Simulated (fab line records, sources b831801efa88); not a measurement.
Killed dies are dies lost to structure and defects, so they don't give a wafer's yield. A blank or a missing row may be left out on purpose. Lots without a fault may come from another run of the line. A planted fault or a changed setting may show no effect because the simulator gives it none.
fab line records | flow sky130
record lots=6 wafers=18 last_day=49
route steps=708 shown METAL4@621 VIA4@639 METAL5@661 PAD_OPEN@708
lots that met no fault: from a run of the same line without faults
start_h: hours from the record's first day to the start of the lot's first wafer shown | wait_h: hours since the lot's step before | " the same as in the row above | L1.1+2: a row that stands for several wafers | - no value, or no start given | * or withheld: withheld | < > ~ a bound
route shown NAME@n: a module of which the file shows steps, and the number in the route of the first | usual: mean/standard deviation of fault-free wafers | same: alike in all rows | chamber/n: place in a boat | sites: the reading at each site | _std_site: their standard deviation | _edge_site: outer sites' mean less inner sites' | radius_mm: how far each site lies from the wafer's centre | mask NAME#n: copy n | behind: the tool/chamber that last shaped the wafer | hold: why the lot was held/for how many hours/how that ended | device: the transistor (n, p or np) that didn't switch | end of line: the same wafers' tests at the end of the route | a step without rows: its recipe alone | killed: dies lost to structure and defects at the first sort, not the wafer's yield | map: a wafer's dies, x killed, . not, _ none there
set.NAME: the setting as run; set.NAME@STEP: as run at that earlier step | model.NAME: the simulator's own value behind a step, which no gauge read
lots at some steps of the route; a table a step, a row a wafer
services: from which hour (start_h, from the record's first day; less than 0 if before it) a tool's chamber was out of use, for how many hours, and why
## steps
# step SKY_METAL4_DEHYDRATE_05
# recipe temp_c=200 time_s=60
# step SKY_METAL4_HMDS_06
# recipe prime_time_s=60 prime_temp_c=120
# step SKY_METAL4_COAT_07
# recipe resist=BARC temp_c=withheld time_s=withheld spin_rpm=3000 resist_thk_nm=60
# step SKY_METAL4_COAT_08
# recipe resist=KrF-thick spin_rpm=3000 resist_thk_nm=1140
# step SKY_METAL4_SOFTBAKE_09
# recipe temp_c=100 time_s=90 resist=KrF-thick
# step SKY_METAL4_EXPOSE_10
# recipe mask_id=MM4 na=0.68 source_shape=annular sigma_inner=0.4 sigma_outer=0.8 target_cd_nm=300 dose_mj=28
# step SKY_METAL4_PEB_11
# recipe peb_temp_c=withheld peb_time_s=withheld resist=KrF-thick
# step SKY_METAL4_DEVELOP_12
# recipe develop_time_s=60 resist=KrF-thick dev_temp_c=20.1
# step SKY_METAL4_CD_MEAS_13
# recipe target_cd_nm=300
# usual cd_nm=299.8/1.3
# columns lot.wafer tool chamber start_h wait_h cd_nm
L687.2 cd_sem-01 - 982.65 - 299.9
L687.3 " - " " 300.6
L687.5 " - " " 298.4
L690.3 cd_sem-01 - 1005.26 - 302.1
L690.5 " - " " 300.2
L690.6 " - " " 299.5
L696.1 cd_sem-01 - 1047.09 - 300.8
L696.5 " - " " 299.5
L696.6 " - " " 299.5
L697.2 cd_sem-02 - 1050.59 - 296.2
L697.5 " - " " 296.3
L697.6 " - " " 297.8
L704.1 cd_sem-01 - 1094.44 - 299.5
L704.2 " - " " 299.5
L704.3 " - " " 298.2
L706.1 cd_sem-01 - 1102.84 - 298.1
L706.4 " - " " 298.4
L706.6 " - " " 299.3
# step SKY_METAL4_OVL_MEAS_14
# usual METAL4_OVL=-1/5.8
# columns lot.wafer tool chamber start_h wait_h METAL4_OVL[nm]
L687.2 overlay-02 - 982.75 0.1 -9
L687.3 " - " " -8
L687.5 " - " " -10
L690.3 overlay-01 - 1005.35 0.1 -3
L690.5 " - " " 2
L690.6 " - " " -3
L696.1 overlay-02 - 1047.22 0.1 -12
L696.5 " - " " -2
L696.6 " - " " -10
L697.2 overlay-02 - 1050.69 0.1 -16
L697.5 " - " " -1
L697.6 " - " " -4
L704.1 overlay-02 - 1094.56 0.1 -6
L704.2 " - " " -9
L704.3 " - " " 9
L706.1 overlay-01 - 1102.96 0.1 -11
L706.4 " - " " -6
L706.6 " - " " -8
# step SKY_METAL4_DESCUM_15
# recipe chemistry=O2 source_power_w=150 bias_power_w=0 pressure_mtorr=10 temp_c=40 time_s=8
# step SKY_METAL4_ETCH_16
# recipe chemistry=N2/H2 target=BARC ion_energy_ev=200 bias_w=100 pressure_mtorr=30 n2_flow_sccm=100 h2_flow_sccm=200 icp_w=500 stop_on=SiO2 time_s=88.2 target_depth_a=600
# usual drypump_motor_current_A=5.5/0.36 oes_product_au=0.625/0.0043 rf_fwd_power_W=496.6/1.6 throttle_valve_pct=13.206/0.0088
# columns lot.wafer tool chamber start_h wait_h drypump_motor_current_A oes_product_au rf_fwd_power_W rf_hours_counter_h throttle_valve_pct
L687.2 rie_metal-02 0 982.81 0.0 6.0 0.624 496.8 19 13.195
L687.3 " 1 " " 5.3 0.624 498.6 - 13.211
L687.5 " 1 " " 5.3 0.620 496.5 - 13.211
L690.3 rie_metal-01 1 1005.46 0.1 5.1 0.628 495.9 - 13.192
L690.5 " 0 " " 5.8 0.625 498.4 - 13.208
L690.6 " 1 " " 5.1 0.623 496.5 - 13.208
L696.1 rie_metal-04 0 1047.28 0.0 5.0 0.622 497.7 2 13.205
L696.5 " 1 " " 5.6 0.622 497.2 - 13.207
L696.6 " 0 " " 5.0 0.622 498.1 - 13.201
L697.2 rie_metal-04 0 1050.75 0.0 5.0 0.618 491.8 2 13.205
L697.5 " 1 " " 5.6 0.622 495.4 - 13.208
L697.6 " 0 " " 5.0 0.622 496.3 - 13.222
L704.1 rie_metal-01 1 1094.62 0.0 5.1 0.621 496.8 24 13.213
L704.2 " 0 " " 5.9 0.624 497.4 16 13.204
L704.3 " 1 " " 5.1 0.627 497.3 - 13.195
L706.1 rie_metal-04 1 1103.02 0.0 5.6 0.623 494.9 10 13.197
L706.4 " 1 " " 5.6 0.631 494.7 - 13.185
L706.6 " 0 " " 5.0 0.629 496.7 - 13.202
# step SKY_METAL4_ETCH_17
# recipe target=SiO2 stop_on=TiN chemistry=C4F8/O2/Ar source_w=1500 bias_w=1200 pressure_mtorr=40 c4f8_flow_sccm=withheld O2_flow_sccm=6 Ar_flow_sccm=300 time_s=3.9 target_depth_a=150
# usual oes_product_au=0.753/0.0075 rf_fwd_power_W=1468/7.4
# columns lot.wafer tool chamber start_h wait_h oes_product_au rf_fwd_power_W rf_hours_counter_h
L687.2 rie_diel-04 3 982.91 0.1 0.738 1464 6
L687.3 " 1 " " 0.751 1473 17
L687.5 " 3 " " 0.748 1459 -
L690.3 rie_diel-04 0 1005.55 0.0 0.760 1469 13
L690.5 " 3 " " 0.760 1462 -
L690.6 " 2 " " 0.757 1472 -
L696.1 rie_diel-03 3 1047.38 0.1 0.760 1467 6
L696.5 " 3 " " 0.774 1470 -
L696.6 " 1 " " 0.752 1463 -
L697.2 rie_diel-03 3 1050.85 0.1 0.737 1468 6
L697.5 " 2 " " 0.757 1465 -
L697.6 " 3 " " 0.752 1472 -
L704.1 rie_diel-02 2 1094.72 0.1 0.756 1474 19
L704.2 " 1 " " 0.757 1463 7
L704.3 " 3 " " 0.756 1470 4
L706.1 rie_diel-03 0 1103.12 0.1 0.743 1461 9
L706.4 " 2 " " 0.750 1474 10
L706.6 " 3 " " 0.755 1470 -
# step SKY_METAL4_METAL_ETCH_18
# recipe target_depth_a=8450 stop_on=SiO2 over_etch_frac=0.3 time_s=183.1 chemistry=Cl2/BCl3 resist_sidewall_deg=88 pressure_mtorr=10 icp_w=900 bias_w=46.7 Cl2_flow_sccm=60 bcl3_flow_sccm=30
# step SKY_METAL4_STRIP_19
# recipe chemistry=O2/N2 power_w=1400 pressure_mtorr=1500 platen_temp_c=withheld o2_flow_sccm=3000 n2_flow_sccm=300 overash_fraction=0.5
# step SKY_METAL4_STRIP_20
# recipe chemistry=post_etch_residue_remover time_s=1200 temp_c=72.5
# step SKY_METAL4_CLEAN_21
# recipe chemistry=IPA time_s=180 temp_c=25
# step SKY_METAL4_CLEAN_22
# recipe chemistry=O3/DIW dry=n2_spin
# step SKY_VIA4_HDPCVD_00
# recipe material=SiO2 target_thk_nm=1750 sigma_open_frac=0.3 time_s=291.7 temp_c=400 sih4_flow_sccm=60 pressure_mtorr=6
# step SKY_VIA4_THK_MEAS_01
# recipe reads=SiO2_of_VIA4_HDPCVD_00
# usual VIA4_HDPCVD_THK=1742/27
# columns lot.wafer tool chamber start_h wait_h VIA4_HDPCVD_THK[nm]
L687.2 film_metro-01 - 983.89 0.1 1808
L687.3 " - " " 1761
L687.5 " - " " 1786
L690.3 film_metro-02 - 1006.61 0.1 1810
L690.5 " - " " 1818
L690.6 " - " " 1771
L696.1 film_metro-02 - 1048.35 0.1 1706
L696.5 " - " " 1702
L696.6 " - " " 1734
L697.2 film_metro-02 - 1051.87 0.1 1701
L697.5 " - " " 1703
L697.6 " - " " 1716
L704.1 film_metro-01 - 1095.72 0.1 1745
L704.2 " - " " 1769
L704.3 " - " " 1743
L706.1 film_metro-04 - 1104.09 0.1 1786
L706.4 " - " " 1744
L706.6 " - " " 1780
# step SKY_VIA4_CMP_02
# recipe material=SiO2 down_force_psi=4 platen_rpm=60 pad_velocity_m_s=0.94248
# step SKY_VIA4_BOW_MEAS_03
# recipe mode=bow
# usual VIA4_BOW=80/7.8
# columns lot.wafer tool chamber start_h wait_h VIA4_BOW[um]
L687.2 film_metro-02 - 984.26 0.2 81
L687.3 " - " " 85
L687.5 " - " " 74
L690.3 film_metro-01 - 1006.99 0.1 78
L690.5 " - " " 72
L690.6 " - " " 75
L696.1 film_metro-01 - 1048.71 0.1 77
L696.5 " - " " 76
L696.6 " - " " 83
L697.2 film_metro-01 - 1052.24 0.1 86
L697.5 " - " " 85
L697.6 " - " " 87
L704.1 film_metro-01 - 1096.08 0.1 89
L704.2 " - " " 81
L704.3 " - " " 71
L706.1 film_metro-02 - 1104.55 0.2 91
L706.4 " - " " 88
L706.6 " - " " 85
# step SKY_VIA4_DEHYDRATE_04
# recipe temp_c=200 time_s=60
# step SKY_VIA4_HMDS_05
# recipe prime_time_s=60 prime_temp_c=120
# step SKY_VIA4_COAT_06
# recipe resist=NOVOLAK spin_rpm=3000 resist_thk_nm=1140
# step SKY_VIA4_SOFTBAKE_07
# recipe temp_c=90 time_s=60 resist=NOVOLAK
# step SKY_VIA4_EXPOSE_08
# recipe mask_id=VIM4 na=0.6 source_shape=conventional sigma_outer=0.6 polarization=unpolarized target_cd_nm=800 dose_mj=132
# step SKY_VIA4_PEB_09
# recipe temp_c=withheld time_s=* resist=NOVOLAK
# step SKY_VIA4_DEVELOP_10
# recipe resist=NOVOLAK developer=TMAH develop_time_s=60 dev_temp_c=23
# step SKY_VIA4_OVL_MEAS_11
# usual VIA4_OVL=1.5/1.5
# columns lot.wafer tool chamber start_h wait_h VIA4_OVL[nm]
L687.2 overlay-01 - 1007.79 0.1 1.1
L687.3 " - " " 1.3
L687.5 " - " " 1.7
L690.3 overlay-02 - 1030.19 0.1 1.0
L690.5 " - " " 1.5
L690.6 " - " " 0.0
L696.1 overlay-01 - 1070.84 0.1 -0.2
L696.5 " - " " 0.3
L696.6 " - " " 3.7
L697.2 overlay-02 - 1072.99 0.1 1.8
L697.5 " - " " 1.8
L697.6 " - " " 3.7
L704.1 overlay-01 - 1116.08 0.1 4.4
L704.2 " - " " 1.3
L704.3 " - " " 1.6
L706.1 overlay-01 - 1123.79 0.1 3.5
L706.4 " - " " 0.6
L706.6 " - " " 0.4
# step SKY_VIA4_ETCH_12
# recipe target=SiO2 chemistry=C4F8/O2/Ar stop_on=TiN mask_material=NOVOLAK source_w=1500 bias_w=1200 pressure_mtorr=40 c4f8_flow_sccm=withheld O2_flow_sccm=6 Ar_flow_sccm=300 time_s=withheld target_depth_a=5800
# usual oes_product_au=0.925/0.0047 rf_fwd_power_W=1491/5.5
# columns lot.wafer tool chamber start_h wait_h oes_product_au rf_fwd_power_W
L687.2 rie_diel-02 0 1007.82 0.0 0.931 1488
L687.3 " 3 " " 0.927 1493
L687.5 " 1 " " 0.926 1478
L690.3 rie_diel-03 0 1030.22 0.0 0.928 1486
L690.5 " 1 " " 0.930 1488
L690.6 " 0 " " 0.923 1485
L696.1 rie_diel-02 2 1070.87 0.0 0.923 1490
L696.5 " 2 " " 0.926 1494
L696.6 " 0 " " 0.923 1498
L697.2 rie_diel-02 2 1073.02 0.0 0.926 1492
L697.5 " 1 " " 0.925 1484
L697.6 " 2 " " 0.931 1498
L704.1 rie_diel-02 2 1116.12 0.0 0.934 1493
L704.2 " 3 " " 0.929 1489
L704.3 " 0 " " 0.922 1504
L706.1 rie_diel-03 2 1123.82 0.0 0.920 1488
L706.4 " 1 " " 0.924 1485
L706.6 " 2 " " 0.922 1492
# step SKY_VIA4_STRIP_13
# recipe chemistry=O2/N2 power_w=1400 pressure_mtorr=1500 platen_temp_c=withheld o2_flow_sccm=3000 n2_flow_sccm=300 overash_fraction=0.5
# usual drypump_motor_current_A=5.7/0.63 o2_flow_sccm=3001/8.3 oes_product_au=0.709/0.0049 strip_time_to_endpoint_s=12.803/0.025
# columns lot.wafer tool chamber start_h wait_h drypump_motor_current_A o2_flow_sccm oes_product_au rf_hours_counter_h strip_time_to_endpoint_s
L687.2 plasma_asher-03 1 1007.90 - 4.9 3003 0.707 119 12.776
L687.3 " 0 " " 6.5 3006 0.718 - 12.770
L687.5 " 0 " " 6.5 3006 0.703 - 12.761
L690.3 plasma_asher-03 1 1030.32 - 4.9 3013 0.715 - 12.817
L690.5 " 1 " " 4.9 3006 0.706 - 12.823
L690.6 " 0 " " 6.5 3004 0.712 - 12.798
L696.1 plasma_asher-03 1 1070.95 - 4.9 2988 0.722 1 12.784
L696.5 " 1 " " 4.9 2999 0.718 - 12.793
L696.6 " 0 " " 6.5 3005 0.709 - 12.805
L697.2 plasma_asher-02 0 1073.10 - 6.4 3011 0.704 33 12.806
L697.5 " 1 " " 5.5 3014 0.708 - 12.765
L697.6 " 0 " " 6.4 3004 0.704 - 12.782
L704.1 plasma_asher-03 0 1116.19 - 6.4 3002 0.709 5 12.822
L704.2 " 1 " " 4.9 3015 0.712 5 12.802
L704.3 " 0 " " 6.5 3004 0.712 - 12.835
L706.1 plasma_asher-02 0 1123.90 - 6.4 2999 0.704 38 12.820
L706.4 " 1 " " 5.5 2985 0.704 - 12.819
L706.6 " 0 " " 6.4 3009 0.705 - 12.783
# step SKY_VIA4_STRIP_14
# recipe chemistry=post_etch_residue_remover time_s=1200 temp_c=72.5
# step SKY_VIA4_CLEAN_15
# recipe chemistry=IPA time_s=180 temp_c=25
# step SKY_VIA4_CLEAN_16
# recipe chemistry=O3/DIW dry=n2_spin
# step SKY_VIA4_SPUTTER_17
# recipe material=TiN target_thk_nm=20 chamber_pressure_pa=5 power_w=4000 time_s=80
# step SKY_VIA4_CVD_18
# recipe material=W target_thk_nm=505 time_s=152.14 temp_c=400 pressure_torr=40
# step SKY_VIA4_RS_MEAS_19
# recipe thk_meas_gauge=four-point-probe reads=W_of_VIA4_CVD_18+TiN_of_VIA4_SPUTTER_17
# usual VIA4_W_RS=0.225/0.0036
# columns lot.wafer tool chamber start_h wait_h VIA4_W_RS[ohm/sq]
L687.2 film_metro-01 - 1008.76 0.1 0.228
L687.3 " - " " 0.224
L687.5 " - " " 0.231
L690.3 film_metro-01 - 1031.13 0.1 0.224
L690.5 " - " " 0.224
L690.6 " - " " 0.228
L696.1 film_metro-02 - 1071.76 0.1 0.216
L696.5 " - " " 0.225
L696.6 " - " " 0.218
L697.2 film_metro-02 - 1073.96 0.1 0.230
L697.5 " - " " 0.224
L697.6 " - " " 0.228
L704.1 film_metro-01 - 1117.02 0.1 0.228
L704.2 " - " " 0.231
L704.3 " - " " 0.227
L706.1 film_metro-02 - 1124.80 0.1 0.221
L706.4 " - " " 0.220
L706.6 " - " " 0.218
# step SKY_VIA4_THK_MEAS_20
# recipe thk_meas_gauge=xrf reads=W_of_VIA4_CVD_18
# usual VIA4_W_THK=509/9.5
# columns lot.wafer tool chamber start_h wait_h VIA4_W_THK[nm]
L687.2 film_metro-01 - 1008.87 0.1 501
L687.3 " - " " 509
L687.5 " - " " 493
L690.3 film_metro-01 - 1031.23 0.1 511
L690.5 " - " " 509
L690.6 " - " " 501
L696.1 film_metro-02 - 1071.88 0.1 524
L696.5 " - " " 501
L696.6 " - " " 518
L697.2 film_metro-02 - 1074.07 0.1 490
L697.5 " - " " 504
L697.6 " - " " 496
L704.1 film_metro-01 - 1117.14 0.1 500
L704.2 " - " " 497
L704.3 " - " " 503
L706.1 film_metro-02 - 1124.92 0.1 520
L706.4 " - " " 523
L706.6 " - " " 527
# step SKY_VIA4_CMP_21
# recipe stop_on=SiO2 t_overpolish_s=25 down_force_psi=3.5 platen_rpm=60 target_thk_nm=0 pad_velocity_m_s=0.94248
# step SKY_METAL5_SPUTTER_00
# recipe material=Ti target_thk_nm=15 power_w=3000 time_s=10 chamber_pressure_pa=0.4
# usual throttle_valve_pct=30.0/1
# columns lot.wafer tool chamber start_h wait_h throttle_valve_pct
L687.2 pvd_sputter-03 - 1009.24 0.1 31.7
L687.3 " - " " 29.6
L687.5 " - " " 31.8
L690.3 pvd_sputter-02 - 1031.57 0.2 27.6
L690.5 " - " " 29.1
L690.6 " - " " 27.6
L696.1 pvd_sputter-02 - 1072.24 0.1 27.6
L696.5 " - " " 27.6
L696.6 " - " " 29.9
L697.2 pvd_sputter-04 - 1074.42 0.2 30.2
L697.5 " - " " 30.4
L697.6 " - " " 28.8
L704.1 pvd_sputter-02 - 1118.31 0.2 30.5
L704.2 " - " " 27.7
L704.3 " - " " 30.2
L706.1 pvd_sputter-04 - 1125.28 0.2 31.3
L706.4 " - " " 28.9
L706.6 " - " " 30.5
# step SKY_METAL5_SPUTTER_01
# recipe material=TiN target_thk_nm=20 power_w=6500 time_s=16.7 chamber_pressure_pa=0.4
# usual throttle_valve_pct=30.0/0.99
# columns lot.wafer tool chamber start_h wait_h throttle_valve_pct
L687.2 pvd_sputter-03 - 1009.26 0.0 31.7
L687.3 " - " " 29.5
L687.5 " - " " 31.6
L690.3 pvd_sputter-02 - 1031.60 0.0 27.4
L690.5 " - " " 29.2
L690.6 " - " " 27.5
L696.1 pvd_sputter-02 - 1072.26 0.0 27.7
L696.5 " - " " 27.7
L696.6 " - " " 30.0
L697.2 pvd_sputter-04 - 1074.44 0.0 30.4
L697.5 " - " " 30.2
L697.6 " - " " 29.1
L704.1 pvd_sputter-02 - 1118.34 0.0 30.5
L704.2 " - " " 27.7
L704.3 " - " " 29.8
L706.1 pvd_sputter-04 - 1125.30 0.0 31.2
L706.4 " - " " 28.9
L706.6 " - " " 30.1
# step SKY_PAD_OPEN_PROBE_99
# usual defect_limited_yield=82.7/1.8 killed_at_M0_to_M3=42/7.2 killed_at_M4_up=3.4/2.1 killed_at_contacts=24/5.4 killed_at_front_end=15/4 killed_at_other=0.3/0.53 killed_dies=85/8.8 killed_open=47/6.7 killed_short=38/6.5 sort_bin_3_pad_short=0.8/0.4 sort_bin_5_function=10.2/1.3 sort_bin_6_memory=6.2/1.2 sort_n_pass=407/8.8 sort_yield_pct=82.7/1.8
# same gross_dies=492 killed_at_back_side=0 sort_bin_4_leakage[%]=0 sort_bin_8_speed[%]=0
# columns lot.wafer tool chamber start_h wait_h defect_limited_yield[%] killed_at_M0_to_M3 killed_at_M4_up killed_at_contacts killed_at_front_end killed_at_other killed_dies killed_open killed_short sort_bin_3_pad_short[%] sort_bin_5_function[%] sort_bin_6_memory[%] sort_n_pass sort_yield_pct[%] model.etest.tester.sort_n_pass model.etest.tester.sort_yield_pct model.etest.tester.sort_bin_5_pct model.etest.tester.sort_bin_3_pct
L687.2 prober-02 - 1079.19 0.1 83.7 38 2 22 18 0 80 52 28 0.4 9.3 6.5 412 83.7 412 83.74 9.35 0.4065
L687.3 prober-02 - 1079.24 0.2 83.1 38 3 23 19 0 83 49 33 0.6 9.6 6.7 409 83.1 409 83.13 9.553 0.6098
L687.5 prober-02 - 1079.34 0.2 81.7 41 3 34 11 1 90 52 38 1.0 8.5 8.7 402 81.7 402 81.71 8.537 1.016
L690.3 prober-01 - 1099.93 0.2 83.7 32 4 25 19 0 80 47 32 0 10.6 5.7 412 83.7 412 83.74 10.57 0
L690.5 prober-01 - 1100.03 0.2 84.3 39 4 22 12 0 77 36 40 1.2 8.9 5.5 415 84.3 415 84.35 8.943 1.22
L690.6 prober-01 - 1100.08 0.2 82.1 43 4 23 18 0 88 50 38 1.2 9.6 7.1 404 82.1 404 82.11 9.553 1.22
L696.1 prober-01 - 1136.36 0.1 71.5 35 56 27 22 0 140 52 34 4.1 16.9 7.5 352 71.5 352 71.54 16.87 4.065
L696.5 prober-01 - 1136.56 0.2 73.4 42 56 20 13 0 131 39 39 3.5 15.7 7.5 361 73.4 361 73.37 15.65 3.455
L696.6 prober-01 - 1136.61 0.2 80.7 38 3 35 19 0 95 45 49 0.8 10.4 8.1 397 80.7 397 80.69 10.37 0.813
L697.2 prober-02 - 1138.25 0.1 73.8 48 53 18 10 0 129 41 38 2.0 17.3 6.9 363 73.8 363 73.78 17.28 2.033
L697.5 prober-02 - 1138.40 0.2 84.6 38 5 19 14 0 76 34 42 0.6 9.6 5.3 416 84.6 416 84.55 9.553 0.6098
L697.6 prober-02 - 1138.45 0.2 70.1 37 62 35 12 1 147 43 46 3.9 17.5 8.5 345 70.1 345 70.12 17.48 3.862
L704.1 prober-01 - 1176.48 0.1 80.7 51 6 15 23 0 95 52 42 0.6 13.0 5.7 397 80.7 397 80.69 13.01 0.6098
L704.2 prober-01 - 1176.53 0.1 81.5 48 3 22 18 0 91 53 36 0.4 10.6 7.5 401 81.5 401 81.5 10.57 0.4065
L704.3 prober-01 - 1176.58 0.2 83.5 35 8 18 20 0 81 52 29 0.6 9.3 6.5 411 83.5 411 83.54 9.35 0.6098
L706.1 prober-02 - 1181.75 0.1 82.1 40 1 28 19 0 88 53 35 1.0 10.8 6.1 404 82.1 404 82.11 10.77 1.016
L706.4 prober-02 - 1181.90 0.2 86.2 33 3 21 11 0 68 46 21 0.8 8.3 4.7 424 86.2 424 86.18 8.333 0.813
L706.6 prober-02 - 1182.00 0.2 81.5 45 4 25 17 0 91 46 45 1.2 10.6 6.7 401 81.5 401 81.5 10.57 1.22
# killed by level:class
L687.2 VIA1:geometric_particle:open=10 CONTACT:geometric_particle:open=8 VIA2:geometric_particle:open=7 VIA3:geometric_particle:open=7 POLY_GATE:geometric_particle:open=6 LI_CONTACT:geometric_particle:open=6 POLY_GATE:geometric_particle:short=5 LI_CONTACT:geometric_particle:short=4
L687.3 VIA3:geometric_particle:open=12 CONTACT:geometric_particle:open=10 VIA1:geometric_particle:open=7 POLY_GATE:geometric_particle:open=6 LI_CONTACT:geometric_particle:open=6 METAL1:geometric_particle:short=5 FIELD_ISO:geometric_particle:open=4 VIA1:geometric_particle:short=4
L687.5 CONTACT:geometric_particle:open=14 VIA1:geometric_particle:open=14 LOCAL_INTERCONNECT:geometric_particle:short=6 LI_CONTACT:geometric_particle:open=5 CONTACT:geometric_particle:short=5 VIA3:geometric_particle:open=5 VIA1:geometric_particle:short=5 METAL2:geometric_particle:short=4
L690.3 CONTACT:geometric_particle:open=11 LI_CONTACT:geometric_particle:open=8 METAL2:geometric_particle:short=8 VIA1:geometric_particle:open=6 VIA3:geometric_particle:open=6 VIA2:geometric_particle:open=5 FIELD_ISO:geometric_particle:open=3 FIELD_ISO:geometric_particle:short=3
L690.5 CONTACT:geometric_particle:open=9 VIA2:geometric_particle:open=9 VIA1:geometric_particle:open=8 CONTACT:geometric_particle:short=7 METAL1:geometric_particle:short=5 VIA1:geometric_particle:short=5 POLY_GATE:geometric_particle:short=4 METAL4:geometric_particle:short=4
L690.6 VIA2:geometric_particle:open=10 CONTACT:geometric_particle:open=10 VIA1:geometric_particle:open=8 VIA3:geometric_particle:open=6 METAL2:geometric_particle:short=6 FIELD_ISO:geometric_particle:open=4 FIELD_ISO:geometric_particle:short=4 LI_CONTACT:geometric_particle:open=4
L696.1 METAL4:unspecified=53 CONTACT:geometric_particle:open=11 VIA2:geometric_particle:open=10 LI_CONTACT:geometric_particle:open=8 VIA1:geometric_particle:open=7 FIELD_ISO:geometric_particle:short=6 POLY_GATE:geometric_particle:short=5 METAL1:geometric_particle:short=4
L696.5 METAL4:unspecified=53 VIA1:geometric_particle:open=9 CONTACT:geometric_particle:open=6 METAL1:geometric_particle:short=6 POLY_GATE:geometric_particle:open=5 CONTACT:geometric_particle:short=5 LI_CONTACT:geometric_particle:open=4 VIA1:geometric_particle:short=4
L696.6 CONTACT:geometric_particle:open=11 CONTACT:geometric_particle:short=9 VIA1:geometric_particle:open=9 LI_CONTACT:geometric_particle:open=8 VIA1:geometric_particle:short=6 FIELD_ISO:geometric_particle:short=5 VIA2:geometric_particle:open=5 FIELD_ISO:geometric_particle:open=4
L697.2 METAL4:unspecified=50 VIA1:geometric_particle:open=14 VIA1:geometric_particle:short=8 CONTACT:geometric_particle:open=7 FIELD_ISO:geometric_particle:short=6 METAL1:geometric_particle:short=5 LI_CONTACT:geometric_particle:open=4 METAL2:geometric_particle:short=4
L697.5 METAL1:geometric_particle:short=9 VIA1:geometric_particle:open=9 CONTACT:geometric_particle:open=7 VIA1:geometric_particle:short=6 POLY_GATE:geometric_particle:open=5 VIA3:geometric_particle:open=5 FIELD_ISO:geometric_particle:short=4 POLY_GATE:geometric_particle:short=4
L697.6 METAL4:unspecified=58 CONTACT:geometric_particle:open=13 VIA1:geometric_particle:open=9 VIA3:geometric_particle:open=6 POLY_GATE:geometric_particle:short=5 CONTACT:geometric_particle:short=5 LI_CONTACT:geometric_particle:short=5 LI_CONTACT:geometric_particle:open=5
L704.1 VIA2:geometric_particle:open=8 FIELD_ISO:geometric_particle:open=7 METAL2:geometric_particle:short=7 VIA1:geometric_particle:open=7 POLY_GATE:geometric_particle:open=6 VIA3:geometric_particle:open=6 CONTACT:geometric_particle:open=5 VIA3:geometric_particle:short=5
L704.2 VIA1:geometric_particle:open=15 METAL1:geometric_particle:short=10 VIA3:geometric_particle:open=9 LI_CONTACT:geometric_particle:open=8 FIELD_ISO:geometric_particle:open=6 CONTACT:geometric_particle:short=5 POLY_GATE:geometric_particle:open=4 CONTACT:geometric_particle:open=4
L704.3 LI_CONTACT:geometric_particle:open=9 VIA1:geometric_particle:open=8 VIA3:geometric_particle:open=8 POLY_GATE:geometric_particle:open=6 METAL2:geometric_particle:short=5 METAL4:geometric_particle:short=5 VIA2:geometric_particle:open=5 METAL3:geometric_particle:short=5
L706.1 VIA1:geometric_particle:open=12 CONTACT:geometric_particle:open=10 FIELD_ISO:geometric_particle:open=8 LI_CONTACT:geometric_particle:open=6 METAL2:geometric_particle:short=5 VIA1:geometric_particle:short=5 VIA2:geometric_particle:open=5 LI_CONTACT:geometric_particle:short=4
L706.4 VIA1:geometric_particle:open=14 POLY_GATE:geometric_particle:open=7 VIA3:geometric_particle:open=7 CONTACT:geometric_particle:short=6 LI_CONTACT:geometric_particle:open=5 CONTACT:geometric_particle:open=5 LOCAL_INTERCONNECT:geometric_particle:short=3 METAL2:geometric_particle:short=3
L706.6 LI_CONTACT:geometric_particle:open=9 VIA2:geometric_particle:open=9 VIA1:geometric_particle:open=8 VIA1:geometric_particle:short=7 FIELD_ISO:geometric_particle:short=5 LOCAL_INTERCONNECT:geometric_particle:short=4 CONTACT:geometric_particle:open=4 CONTACT:geometric_particle:short=4
# map L696.1 (x killed, . not)
__________....x....._________
________..x..xx......._______
______x.......x......x.x_____
_____x...x....x..........____
____.x......xxx..xx.x...xx___
___....x....x.........xxxx.__
__.....x.x.x.....x.xxxx..xx._
_..x.x......x.....xxxxxxx.xx.
_.................xxxxxx.x...
_......xx.x.x....xxxxxxxxxx..
_..x...........x..xxxxxxxxx..
_.......x.x.....x..xxxxxxx...
_...xx.............xxxxxx....
_.x.......x...x.x.x.xxxxxx...
_..............x...x.........
__.....x..........x.x..xxx.._
___..........x.....x.....x.__
____....xx.........x..x...___
_____..x..x.........x....____
______...x...x.xx..x...x_____
________x..xx........._______
__________x.xx..x..._________
# map L697.6 (x killed, . not)
__________..x...x.x._________
________.x..x..x......_______
______xx...x............_____
_____x............x...x..____
____...x.x.......x.xx...xx___
___....x.xx......x.....x...__
__.....x.........x..xxx...x._
_.x...xx......x...xxxxxxxx..x
_....x.x...x.....xxxxxxxxxx..
_.x............xxxxxxxxxx....
_.....xx.......xxxxxxxxxxx..x
_....xxxx.....x..xxxxxxxxxx..
_....xxx..x.....xxxxxxxxxx...
_......x...xx.x....x.x..x....
_x.x....x.........xx....x...x
__.x..x.xx.......x.....x...._
___.............x...xx.....__
____.....xx.x...........x.___
_____....x..........x...x____
______......xx..x..x...._____
________..........x..._______
__________..xx......_________
## services
# columns tool chamber start_h hours kind
rie_diel-03 3 964.97 1.3 repair
rie_diel-03 1 980.45 2.1 repair
rie_metal-02 - 993.62 0.6 repair
rie_diel-02 0 993.64 7.5 repair
plasma_asher-03 - 1008.83 0.4 repair
pvd_sputter-04 - 1016.30 5.2 repair
rie_diel-02 2 1018.36 2.6 repair
rie_metal-01 - 1021.68 28.1 pm
plasma_asher-02 - 1029.06 2.4 repair
rie_diel-03 0 1040.40 7.6 repair
plasma_asher-03 - 1055.25 9.0 pm
rie_diel-03 - 1058.69 15.6 pm
rie_metal-01 - 1059.94 0.4 repair
plasma_asher-02 - 1059.98 1.6 repair
rie_metal-01 0 1063.39 2.8 repair
rie_diel-02 3 1068.19 15.8 repair
rie_diel-03 3 1077.14 5.9 repair
rie_metal-02 - 1077.73 14.6 pm
pvd_sputter-03 - 1086.35 5.1 repair
rie_metal-01 - 1090.09 4.3 pm
pvd_sputter-04 - 1094.85 1.5 repair
pvd_sputter-02 - 1120.92 0.6 repair
rie_diel-04 0 1122.61 10.3 repair
pvd_sputter-02 - 1125.17 1.8 repair
## key
first_sign step=SKY_PAD_OPEN_PROBE_99 reading=killed_at_M4_up direction=up sigmas=26 usual=3.4 struck=56.8
effect step=SKY_PAD_OPEN_PROBE_99 reading=sort_bin_3_pad_short direction=up sigmas=6.3 usual=0.8 struck=3.4
model_effect step=SKY_PAD_OPEN_PROBE_99 value=etest.tester.sort_n_pass without=401.5 struck=355.2
met_at SKY_METAL4_ETCH_17
struck_wafers L696.1,L696.5,L697.2,L697.6
fault kind=chamber_particle_source tool=rie_diel-03 chamber=3 onset_h=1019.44 steps=SKY_METAL4_ETCH_17 rate_per_visit_cm2=0.73352 end_h=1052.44
